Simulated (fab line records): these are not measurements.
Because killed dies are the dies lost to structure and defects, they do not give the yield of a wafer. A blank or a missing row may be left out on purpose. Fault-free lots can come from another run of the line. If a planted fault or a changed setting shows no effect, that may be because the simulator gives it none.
Struck lot and sound lot, side by side + flow sky130 + 15 out of 708 route steps
Sound: these wafers, L297.1, L297.2, L297.6. Struck: wafers L309.2, L309.3, L309.6. Last of all comes the cause.
Per side, at each step with rows, come the tool, then ch with its chambers, and then its first start. Under that, the readings that differ: sound wafers + struck wafers + difference of the means + sigmas: that difference in standard deviations of wafers without a fault.
alike: a reading whose means differ by less than 2 such deviations, as well as words and numbers matching on both sides. not compared: withheld readings; readings where some wafer has no value; bounds like >300 that might hide an equal value; numbers whose values overlap and for which the record gives no deviation.
A row with sigmas, a row that says differs or no value, or rows on one side alone: a step with any of these is where the two part. When numbers do not overlap yet have no deviation, they are printed without sigmas and do not part them. A reading missing from all wafers of one side parts the sides only when that side holds two or more wafers.

SKY_PWDE_OVL_MEAS_07:
  sound: overlay-01 at day 5 01:48; struck: overlay-01 at day 7 17:00
  alike: PWDE_OVL
after that, 1 step had no rows for these wafers: SKY_PWDE_IMPLANT_08.
SKY_PWDE_STRIP_09: strips in O2/N2.
  sound on plasma_asher-04 ch 0,1, day 5 01:59; struck on plasma_asher-01 ch 0,1, day 7 17:11
  alike: drypump_motor_current_A, oes_product_au, strip_time_to_endpoint_s
  not compared: rf_hours_counter_h
SKY_PWDE_TW_MEAS_10:
  sound: film_metro-01 at day 5 02:05; struck: film_metro-01 at day 7 17:17
  alike: PWDE_TW
then, 7 steps without rows for these wafers: SKY_NWELL_DEHYDRATE_03 (time 60 s); SKY_NWELL_HMDS_04 (prime time 60 s); SKY_NWELL_COAT_05 (resist thk 3000 nm); SKY_NWELL_SOFTBAKE_06; SKY_NWELL_EXPOSE_07 (exposes mask NWM, target cd 840 nm); SKY_NWELL_PEB_08; SKY_NWELL_DEVELOP_09 (develop time 60 s).
SKY_NWELL_OVL_MEAS_10:
  sound: overlay-01 at day 5 18:29; struck: overlay-01 at day 8 14:00
  alike: NWELL_00_OVL
SKY_NWELL_IMPLANT_11:
  sound on implanter-04 ch 0, day 5 18:31; struck on implanter-03 ch 0, day 8 14:04
| reading                   | sound                | struck               | difference | sigmas      |
|---------------------------|----------------------|----------------------|------------|-------------|
| beam_energy_keV           | 399.87 399.90 399.96 | 385.40 385.46 385.22 | -14.55     | -99 or more |
| model.implant.drp_nm (nm) | 116.9 116.9 116.9    | 114.6 114.6 114.6    | -2.3       |             |
after that, 1 step had no rows for these wafers: SKY_NWELL_IMPLANT_12.
-- the record jumps here: 41 days lie between the struck wafers' starts before and after (it left off in module NWELL and takes up again in module PAD_OPEN, whose first step shown is number 708 of the route) --
SKY_PAD_OPEN_PROBE_99:
  sound: prober-02 at day 47 16:07; struck: prober-02 at day 49 23:24
| reading                                  | sound                   | struck                 | difference | sigmas |
|------------------------------------------|-------------------------|------------------------|------------|--------|
| killed_at_contacts                       | 24 21 11                | 27 37 31               | +13        | +3     |
| killed_open                              | 45 44 33                | 56 65 53               | +17        | +3     |
| model.etest.res_nwell.line_ohm_um        | 1097 1075 1105          | 1200 1206 1189         | +106       |        |
| model.etest.pfet_16v.vt_v (V)            | -1.09 -1.096 -1.096     | -1.135 -1.132 -1.132   | -0.039     |        |
| model.etest.pfet_g5v0d10v5.vt_long_v (V) | -0.9237 -0.9289 -0.9333 | -0.959 -0.9569 -0.9543 | -0.028     |        |
  alike: killed_at_M0_to_M3, killed_at_M4_up, killed_at_front_end, killed_at_other, killed_dies, killed_short

WHERE THEY PART
Last at SKY_PAD_OPEN_PROBE_99 as far as this record goes, first at SKY_NWELL_IMPLANT_11.

WHY: the cause the simulator had injected
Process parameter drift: implanter-03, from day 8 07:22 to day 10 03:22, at SKY_NWELL_IMPLANT_11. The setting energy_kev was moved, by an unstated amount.
